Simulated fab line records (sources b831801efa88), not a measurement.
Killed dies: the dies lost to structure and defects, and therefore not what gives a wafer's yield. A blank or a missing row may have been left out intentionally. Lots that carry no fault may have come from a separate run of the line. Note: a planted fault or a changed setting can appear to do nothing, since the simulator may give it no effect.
Which of the tools did it?    flow gf180mcu    15 lots with 45 wafers sampled at 2 steps, on a route of 602 steps

WHAT THE GAUGES READ, wafer by wafer
GF_V3_THK_MEAS_01. Usual: for V3_CVD_00_THK the level is 601 nm and the standard deviation is 6.5.
lot   measured      on             V3_CVD_00_THK (nm)  flag
L929  day 21 09:23  film metro-01  597 601 596         
L930  day 21 18:29  film metro-01  608 609 614         
L931  day 21 22:22  film metro-04  589 598 596         
L933  day 22 21:49  film metro-01  596 598 599         
L934  day 23 05:38  film metro-03  599 602 598         
L935  day 23 09:22  film metro-03  606 604 594         
L937  day 24 07:04  film metro-03  605 589 599         
L940  day 25 05:55  film metro-03  605 608 615         
L941  day 25 14:40  film metro-04  594 598 590         
L942  day 25 19:10  film metro-03  602 601 604         
L943  day 26 05:22  film metro-03  604 605 604         
L944  day 26 10:03  film metro-01  601 610 609         
L948  day 27 19:43  film metro-01  516 519 523         OFF
L949  day 28 06:56  film metro-01  502 512 510         OFF
L951  day 28 17:23  film metro-01  510 514 512         OFF

WHAT TOOL EACH LOT RAN ON (gives the tool, then ch and the chambers of the sampled wafers, and finally the start)
lot   GF_V3_CVD_00
L929  hdpcvd-01 ch 0,1, day 21 09:17
L930  hdpcvd-01 ch 1,2, day 21 18:23
L931  hdpcvd-02 ch 0,2, day 21 22:17
L933  hdpcvd-02 ch 0,1, day 22 21:44
L934  hdpcvd-02 ch 0,1, day 23 05:34
L935  hdpcvd-02 ch 0,1, day 23 09:16
L937  hdpcvd-02 ch 0,2, day 24 07:00
L940  hdpcvd-01 ch 0,1, day 25 05:50
L941  hdpcvd-01 ch 1,2, day 25 14:35
L942  hdpcvd-02 ch 0,1, day 25 19:05
L943  hdpcvd-02 ch 0,1, day 26 05:18
L944  hdpcvd-02 ch 0,1, day 26 09:58
L948  hdpcvd-01 ch 0,1, day 27 19:37
L949  hdpcvd-01 ch 1,2, day 28 06:50
L951  hdpcvd-01 ch 1,2, day 28 17:18
- GF_V3_CVD_00: deposits SiO2, target thk 600 nm, time 100 s.

AS READ BY THE TOOLS THEMSELVES (means over the sampled wafers that have a number; for cases with no such wafer, the mark the record gives instead)
GF_V3_CVD_00. Usual: pressure mtorr 6.000 mTorr, standard deviation 0.013; sih4 flow sccm 60.00 sccm, standard deviation 0.17.
lot   tool       pressure mtorr (mTorr)  sih4 flow sccm (sccm)  flag
L929  hdpcvd-01  5.987                   59.95                  
L930  hdpcvd-01  5.999                   60.07                  
L931  hdpcvd-02  6.004                   59.90                  
L933  hdpcvd-02  5.998                   59.98                  
L934  hdpcvd-02  6.004                   59.84                  
L935  hdpcvd-02  6.001                   60.05                  
L937  hdpcvd-02  5.998                   60.06                  
L940  hdpcvd-01  6.004                   59.93                  
L941  hdpcvd-01  5.993                   60.26                  
L942  hdpcvd-02  5.985                   60.08                  
L943  hdpcvd-02  6.016                   60.03                  
L944  hdpcvd-02  6.017                   60.02                  
L948  hdpcvd-01  6.001                   50.76                  OFF
L949  hdpcvd-01  5.988                   50.98                  OFF
L951  hdpcvd-01  5.999                   50.93                  OFF

THE ANSWER, worked out from the rows above alone
Rule: a lot counts as off when the mean over its wafers that have a number is more than 3 standard deviations away from the usual mean. Also off: a lot with no number at a reading for which 4 or more lots have one. The other lots that the step has rows for count as sound. Order of review: gauges by route order, followed by the tools' own readings, for which a lot's mean as printed above is used. At the first step where some lot is off, the reading lying furthest off is the one used; lots without a number count as furthest.
Off: L948, L949, L951, seen at GF_V3_THK_MEAS_01 (V3_CVD_00_THK).
If a tool, at a process step before that reading, ran all the lots that are off and no sound lot after the first of them, it fits. Not tried: the gauges at GF_V3_THK_MEAS_01; whatever is off there is also off at GF_V3_CVD_00, on other tools, and gauge error can't account for it. One fits: hdpcvd-01 at GF_V3_CVD_00. A fault onset in the window from L941 (day 25 14:35, its last sound lot) to L948 (day 27 19:37, its first lot off) fits.
On the lots that are off, the tool's own readings at GF_V3_CVD_00 differ by more than 5 times the standard deviation of the sound lots' means, which bears it out; sih4 flow sccm reads 50.89 sccm there versus 60.01 sccm on the sound lots.

WHAT THE SIMULATOR HAD PUT IN
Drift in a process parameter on hdpcvd-01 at GF_V3_CVD_00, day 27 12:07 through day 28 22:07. From 60, the setting sih4 flow sccm moved by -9. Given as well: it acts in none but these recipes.
Lots struck among those shown: L948, L949, L951. Same finding as the rule above.
